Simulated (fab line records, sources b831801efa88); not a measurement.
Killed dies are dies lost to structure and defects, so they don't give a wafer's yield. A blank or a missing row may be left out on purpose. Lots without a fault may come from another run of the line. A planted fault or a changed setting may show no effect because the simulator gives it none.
A struck lot beside a sound one | flow sky130 | 16 steps out of a route of 708
Sound: wafers L203.4, L203.5, L203.6. Struck: wafer L209.1. (L209.2, L209.6 of the same lot were not struck and are left out.) The cause comes at the end.
At each step with rows: each side's tool, then ch and its chambers, then its first start. Under that, the readings that differ: sound wafers | struck wafers | difference of the means | sigmas: that difference in standard deviations of wafers without a fault.
alike: readings whose means differ by less than 2 such deviations, and words and numbers that are the same on both sides. not compared: withheld readings, readings that some wafer has no value for, bounds like >300 that may hide the same value, and numbers for which the record gives no deviation and whose values overlap.
The two part at a step that has a row with sigmas, a row that says differs or no value, or rows on one side only. Numbers that don't overlap but have no deviation are shown without sigmas and don't part them. A reading that every wafer of one side lacks parts them only if that side has two wafers or more.

first, 3 steps without rows for these wafers: SKY_METAL1_EXPOSE_12 (exposes mask MM1, target cd 140 nm); SKY_METAL1_PEB_13; SKY_METAL1_DEVELOP_14 (develop time 60 s).
SKY_METAL1_CD_MEAS_15: target cd 140 nm.
  sound on cd_sem-01, day 32 10:22; struck on cd_sem-01, day 34 14:50
  alike: cd_nm
SKY_METAL1_OVL_MEAS_16:
  sound on overlay-02, day 32 10:27; struck on overlay-01, day 34 14:58
  alike: METAL1_OVL
SKY_METAL1_DESCUM_17: chemistry O2, time 8 s.
  sound on rie_metal-02 ch 0,1, day 32 10:29; struck on rie_metal-03 ch 1, day 34 15:00
  reading                | sound | struck | difference                   | sigmas
  rf_hours_counter_h (h) | - - - | 0      | no value on the sound wafers |
  alike: drypump_motor_current_A, oes_product_au
SKY_METAL1_ETCH_18: etches BARC in N2/H2, stops on SiO2, time 45.9 s, target depth 60 nm.
  sound on rie_metal-02 ch 0,1, day 32 10:32; struck on rie_metal-03 ch 1, day 34 15:04
  reading                | sound | struck | difference                   | sigmas
  rf_hours_counter_h (h) | - - - | 0      | no value on the sound wafers |
  alike: drypump_motor_current_A, oes_product_au, throttle_valve_pct
SKY_METAL1_METAL_ETCH_19: etches the open film in Cl2/BCl3, stops on SiO2, target depth 360 nm, time 78 s.
  sound on rie_metal-02 ch 0,1, day 32 10:38; struck on rie_metal-03 ch 1, day 34 15:11
  reading                | sound | struck | difference                   | sigmas
  rf_hours_counter_h (h) | - - - | 0      | no value on the sound wafers |
  alike: drypump_motor_current_A, oes_product_au, throttle_valve_pct
SKY_METAL1_STRIP_20: strips in O2/N2.
  sound on plasma_asher-01 ch 0,1, day 32 10:45; struck on plasma_asher-01 ch 0, day 34 15:22
  reading                | sound | struck | difference                   | sigmas
  rf_hours_counter_h (h) | - - - | 67     | no value on the sound wafers |
  alike: drypump_motor_current_A, oes_product_au, strip_time_to_endpoint_s
then, 3 steps without rows for these wafers: SKY_METAL1_STRIP_21 (strips in post etch residue remover, time 1200 s); SKY_METAL1_CLEAN_22 (cleans in IPA, time 180 s); SKY_METAL1_CLEAN_23 (cleans in O3/DIW).
SKY_VIA1_HDPCVD_00: deposits SiO2, target thk 1030 nm, time 171.7 s.
  sound on hdpcvd-02 ch 0,1,2, day 32 11:22; struck on hdpcvd-01 ch 1, day 34 15:58
  reading                                  | sound             | struck | difference | sigmas
  sih4_flow_sccm (sccm)                    | 59.93 60.15 60.02 | 59.61  | -0.42      | -2
  model.SiO2_of_VIA1_HDPCVD_00.thk_nm (nm) | 1044 1035 1032    | 789.5  | -247.5     |
SKY_VIA1_THK_MEAS_01:
  sound on film_metro-02, day 32 11:28; struck on film_metro-02, day 34 16:04
  reading              | sound          | struck | difference | sigmas
  VIA1_HDPCVD_THK (nm) | 1044 1034 1031 | 789    | -247       | -22
SKY_VIA1_CMP_02: polishes SiO2.
  sound on cmp-01 ch 0,1, day 32 11:32; struck on cmp-02 ch 3, day 34 16:08
  alike: motor_current_A
then, 1 step without rows for these wafers: SKY_PAD_OPEN_PROBE_99.

WHERE THEY PART
First at SKY_METAL1_DESCUM_17; last, within this record, at SKY_VIA1_THK_MEAS_01. Later steps at which nothing parts them and some readings are alike: SKY_VIA1_CMP_02.

WHY: what the simulator had put in
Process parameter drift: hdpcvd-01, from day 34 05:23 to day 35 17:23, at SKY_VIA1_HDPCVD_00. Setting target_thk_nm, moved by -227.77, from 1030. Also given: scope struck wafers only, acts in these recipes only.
